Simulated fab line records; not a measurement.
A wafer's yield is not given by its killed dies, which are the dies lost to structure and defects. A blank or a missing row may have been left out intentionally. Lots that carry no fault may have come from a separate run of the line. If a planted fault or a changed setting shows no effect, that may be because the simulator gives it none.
A lot that was struck, set against a sound lot    flow sfqLine    41 out of 325 route steps
Sound: the wafers L831.1, L831.3, L831.5. Wafers struck: L825.1, L825.2, L825.3. Last of all comes the cause.
Per side, at each step with rows, come the tool, then ch with its chambers, and then its first start. Under that, the readings that differ: sound wafers    struck wafers    difference of the means    sigmas: that difference in standard deviations of wafers without a fault.
alike: readings whose means differ by less than 2 such deviations, and words and numbers that are the same on both sides. not compared: withheld readings, readings that some wafer has no value for, bounds like >300 that may hide the same value, and numbers for which the record gives no deviation and whose values overlap.
The two part at a step that has a row with sigmas, a row that says differs or no value, or rows on one side only. When numbers do not overlap yet have no deviation, they are printed without sigmas and do not part them. Lack of a reading on every wafer of one side parts them only where that side has two or more wafers.

first, 3 steps without rows for these wafers: SFQ_TRILAYER_I4_VIA_LITHO_EXPOSE_104 (exposes mask I4, target cd 700 nm); SFQ_TRILAYER_I4_VIA_LITHO_PEB_106 (peb time 60 s); SFQ_TRILAYER_I4_VIA_LITHO_DEVELOP_105 (time 60 s).
SFQ_I4_OVL_MEAS_928:
  sound on overlay-02 at day 57 20:14; struck on overlay-02 at day 53 05:20
  alike: I4_OVL
then, 1 step without rows for these wafers: SFQ_TRILAYER_I4_VIA_BARC_OPEN_VIA_ETCH_146 (etches BARC in O2, target depth 125 nm, time 41.7 s).
SFQ_TRILAYER_I4_VIA_ETCH_VIA_ETCH_106: etches SiO2 in CHF3, stops on Nb, target depth 260 nm.
  sound on rieDiel-03 ch 1,3, day 57 20:18; struck on rieDiel-03 ch 1,2,3, day 53 05:24
  alike: drypumpMotorCurrentA, oesProductAu
then, 3 steps without rows for these wafers: SFQ_TRILAYER_I4_VIA_STRIP_STRIP_107 (strips in O2); SFQ_TRILAYER_I4_VIA_STRIP_SOLV_CLEAN_108 (cleans in NMP, time 600 s); SFQ_TRILAYER_JJ_TRILAYER_DEP_PRE_CLEAN_113 (time 22.5 s).
SFQ_TRILAYER_JJ_TRILAYER_DEP_SPUTTER_109: material Nb, target thk 150 nm, time 100 s.
  sound on pvdSputter-05 at day 57 21:13; struck on pvdSputter-06 at day 53 06:42
  alike: cathodeDcPowerW, throttleValvePct
then, 2 steps without rows for these wafers: SFQ_TRILAYER_JJ_TRILAYER_DEP_SPUTTER_110 (material Al, target thk 8 nm, time 10 s); SFQ_TRILAYER_JJ_TRILAYER_DEP_AL_OXIDATION_111 (oxidation time 600 s).
SFQ_TRILAYER_JJ_TRILAYER_DEP_SPUTTER_112: material Nb, target thk 170 nm, time 113.3 s.
  sound on pvdSputter-05 at day 57 22:19; struck on pvdSputter-06 at day 53 07:47
reading                                                      sound                 struck                difference  sigmas
cathodeDcPowerW (W)                                          2000.2 2000.2 1999.3  2274.6 2275.4 2275.4  +275.2      +99 or more
model.Nb_of_TRILAYER_JJ_TRILAYER_DEP_SPUTTER_112.thkNm (nm)  167.6 167.3 169       194.1 196.3 194.9     +27.1       
  alike: throttleValvePct
SFQ_JJ_RS_MEAS_929: uses a four-point probe to measure.
  sound on filmMetro-04 at day 57 22:24; struck on filmMetro-01 at day 53 08:10
reading            sound              struck             difference  sigmas
JJ_NB_RS (ohm/sq)  1.063 1.064 1.053  0.918 0.908 0.914  -0.147      -13
  not compared: hold
then, 5 steps without rows for these wafers: SFQ_TRILAYER_JJ_CE_LITHO_COAT_114 (resist thk 600 nm); SFQ_TRILAYER_JJ_CE_LITHO_SOFTBAKE_118; SFQ_TRILAYER_JJ_CE_LITHO_EXPOSE_115 (exposes mask J5, target cd 700 nm); SFQ_TRILAYER_JJ_CE_LITHO_PEB_117 (peb time 60 s); SFQ_TRILAYER_JJ_CE_LITHO_DEVELOP_116 (time 60 s).
SFQ_JJ_OVL_MEAS_931:
  sound on overlay-02 at day 64 00:32; struck on overlay-02 at day 54 03:55
  alike: J5_OVL
then, 1 step without rows for these wafers: SFQ_TRILAYER_JJ_CE_METRO_MEASURE_117.
SFQ_TRILAYER_JJ_CE_BARC_OPEN_RIE_150: chemistry O2, target BARC, target depth 240 nm, time 80 s.
  sound on rieMetal-03 ch 1, day 64 01:46; struck on rieMetal-02 ch 0,1, day 54 05:10
  alike: drypumpMotorCurrentA, heBacksideLeakSccm, oesProductAu
  not compared: rfHoursCounterH
then, 10 steps without rows for these wafers: SFQ_TRILAYER_JJ_CE_ETCH_RIE_118 (chemistry SF6, target Nb, stops on Al2O3, time 97.7 s, target depth 170 nm); SFQ_TRILAYER_JJ_ANODIZE_ANODIZE_119; SFQ_TRILAYER_JJ_CE_STRIP_STRIP_120 (strips in O2); SFQ_TRILAYER_JJ_CE_STRIP_SOLV_CLEAN_121 (cleans in NMP, time 600 s); SFQ_TRILAYER_M5_LITHO_COAT_128 (resist thk 62 nm); SFQ_TRILAYER_M5_LITHO_COAT_123 (resist thk 600 nm); SFQ_TRILAYER_M5_LITHO_SOFTBAKE_127; SFQ_TRILAYER_M5_LITHO_EXPOSE_124 (exposes mask M5, target cd 700 nm); SFQ_TRILAYER_M5_LITHO_PEB_126 (peb time 60 s); SFQ_TRILAYER_M5_LITHO_DEVELOP_125 (time 60 s).
-- the record jumps here: 5 days lie between the struck wafers' starts before and after --
SFQ_M5_OVL_MEAS_932:
  sound on overlay-02 at day 64 21:41; struck on overlay-02 at day 58 20:43
  alike: M5_OVL
then, 1 step without rows for these wafers: SFQ_TRILAYER_M5_BARC_OPEN_METAL_ETCH_161 (etches BARC in O2, target depth 125 nm, time 41.7 s).
SFQ_TRILAYER_M5_ETCH_METAL_ETCH_126: etches Nb in Cl2/BCl3, stops on SiO2, time 203.2 s, target depth 265 nm.
  sound on rieMetal-03 ch 0,1, day 64 21:47; struck on rieMetal-03 ch 0,1, day 58 20:49
  alike: drypumpMotorCurrentA, heBacksideLeakSccm, oesProductAu
  not compared: rfHoursCounterH
then, 3 steps without rows for these wafers: SFQ_TRILAYER_M5_STRIP_STRIP_127 (strips in O2); SFQ_TRILAYER_M5_STRIP_SOLV_CLEAN_128 (cleans in NMP, time 600 s); SFQ_TRILAYER_A5B_DEP_PECVD_129 (deposits SiO2 from SiH4/N2O, time 133.33 s, target thk 600 nm).
SFQ_TRILAYER_A5B_CMP_CMP_130: polishes, stops on Nb, target thk 340.7 nm.
  sound on cmp-02 ch 0,1, day 65 07:53; struck on cmp-01 ch 0,1,3, day 58 22:28
  alike: motorCurrentA
then, 1 step without rows for these wafers: SFQ_TRILAYER_A5B_METRO_MEASURE_131.
SFQ_TRILAYER_R5_ETCH_METAL_ETCH_139: etches the open film in Cl2, stops on SiO2, target depth 60 nm, time 40 s.
  sound on rieMetal-04 ch 0,1, day 65 14:43; struck on rieMetal-03 ch 0,1, day 59 23:53
reading                                                      sound              struck           difference  sigmas
model.Nb_of_TRILAYER_JJ_TRILAYER_DEP_SPUTTER_112.thkNm (nm)  157.9 157.5 159.2  184.2 186.5 185  +27.0       
  alike: drypumpMotorCurrentA, heBacksideLeakSccm, oesProductAu
  not compared: rfHoursCounterH

WHERE THEY PART
First at SFQ_TRILAYER_JJ_TRILAYER_DEP_SPUTTER_112; last, within this record, at SFQ_JJ_RS_MEAS_929. Later steps at which nothing parts them and some readings are alike: SFQ_JJ_OVL_MEAS_931, SFQ_TRILAYER_JJ_CE_BARC_OPEN_RIE_150, SFQ_M5_OVL_MEAS_932, SFQ_TRILAYER_M5_ETCH_METAL_ETCH_126, SFQ_TRILAYER_A5B_CMP_CMP_130, SFQ_TRILAYER_R5_ETCH_METAL_ETCH_139.

WHY: the cause the simulator had injected
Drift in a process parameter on pvdSputter-06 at SFQ_TRILAYER_JJ_TRILAYER_DEP_SPUTTER_112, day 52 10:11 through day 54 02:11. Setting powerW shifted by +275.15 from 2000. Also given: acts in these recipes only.
